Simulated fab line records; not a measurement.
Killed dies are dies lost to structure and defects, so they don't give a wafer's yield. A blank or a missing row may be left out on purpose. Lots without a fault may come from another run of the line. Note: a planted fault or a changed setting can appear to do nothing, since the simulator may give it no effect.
Problem report in the 8D (eight disciplines) form, filled by code | flow sky130 | the parts of the form that need people (team, actions taken, sign-off) are left out

== 1. THE PROBLEM ==
A mean of 66 s is read at SKY_VIA4_CMP_21 for time-to-endpoint-s, taken on 1 wafer of 1 lot, against 123 s (standard deviation 4) on wafers free of any fault. Relative to the usual mean, that is a shift of -14 standard deviations.
The step: polishes, stops on SiO2, t overpolish 25 s, target thk 0 nm.
Earliest sighting: wafer L634.5 on cmp-02 at day 45 13:08. Wafers with a number at this step in the record: 36, from 12 lots. By rule, "out" or "out of limits" means more than 4 standard deviations away from the usual mean. Any other wafer with a number is counted as sound.

== 2. WHAT IT IS AND WHAT IT IS NOT ==
question                    | is                 | is not
which readings at this step | time-to-endpoint-s | motor-current-A, overpolish-run-s
which lots                  | L634               | L625, L626, L627, L631, L639, L640, L643, L644, L646, L647, L648
which wafers of those lots  | L634.5             | L634.4, L634.6
read on which tools         | cmp-02             | cmp-01
when                        | from day 45 13:08  | up to then (14 sound wafers); but 21 sound wafers of L639, L640, L643, L644, L646, L647, L648 came after

== 3. THE SUSPECTS, EACH WITH WHAT RULES IT OUT ==
Counting: any tool at a process step up to the reading remains a suspect provided it ran every lot that is out. Sound lots after the first of them don't rule it out here, since some wafers of a struck lot are sound.
- rie-diel-02 at SKY_VIA4_ETCH_12 (etches SiO2 in C4F8/O2/Ar, stops on TiN, target depth 580 nm): kept. It processed L634, the lot that is out, at day 45 11:52, and its most recent sound lot before then was L631 at day 44 09:26.
- plasma-asher-01 at SKY_VIA4_STRIP_13 (strips in O2/N2): kept. It processed L634, the lot that is out, at day 45 11:56, and its most recent sound lot before then was L627 at day 43 03:48.
- cmp-02 at SKY_VIA4_CMP_21 (polishes, stops on SiO2, t overpolish 25 s, target thk 0 nm): kept. It processed L634, the lot that is out, at day 45 13:08, and its most recent sound lot before then was L627 at day 43 05:10. Out on those wafers are its own readings of time-to-endpoint-s.
- Within rie-diel-02 at SKY_VIA4_ETCH_12: the wafers that are out ran in chamber 3; their sound lot-mates ran in chambers 0, 2.
- Within plasma-asher-01 at SKY_VIA4_STRIP_13, the wafers that are out were processed in chamber 0 and their sound lot-mates in chamber 1.
- Within cmp-02 at SKY_VIA4_CMP_21: the wafers that are out ran in chamber 1; their sound lot-mates ran in chambers 0, 3.
Still standing after the count: rie-diel-02 at SKY_VIA4_ETCH_12, plasma-asher-01 at SKY_VIA4_STRIP_13, cmp-02 at SKY_VIA4_CMP_21.

== 4. THE CAUSE (what the simulator had put in) ==
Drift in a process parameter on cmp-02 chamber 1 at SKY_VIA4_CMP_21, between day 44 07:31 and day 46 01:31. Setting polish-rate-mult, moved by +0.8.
After counting, 3 suspects remain, this tool included.

== 5. THE EFFECT CHAIN, in route order ==
Each row: a reading whose mean over the struck wafers that have a number lies more than 3 standard deviations from the usual. Only readings whose record carries a usual standard deviation are examined. hours: median over the lots of the time between each lot's start at the first step of this table that gives one and its start at this step. sigmas: the change, counted in usual standard deviations.
hours | step            | reading            | usual | on struck wafers | change | sigmas
0     | SKY_VIA4_CMP_21 | time-to-endpoint-s | 123 s | 66               | -57    | -14
Here are the process steps it includes:
- SKY_VIA4_CMP_21: polishes, stops on SiO2, t overpolish 25 s, target thk 0 nm.

== 6. WHAT WOULD HAVE CAUGHT IT SOONER ==
The fault began at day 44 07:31; the first out-of-limits reading in this record came at day 45 13:08, 30 hours later.
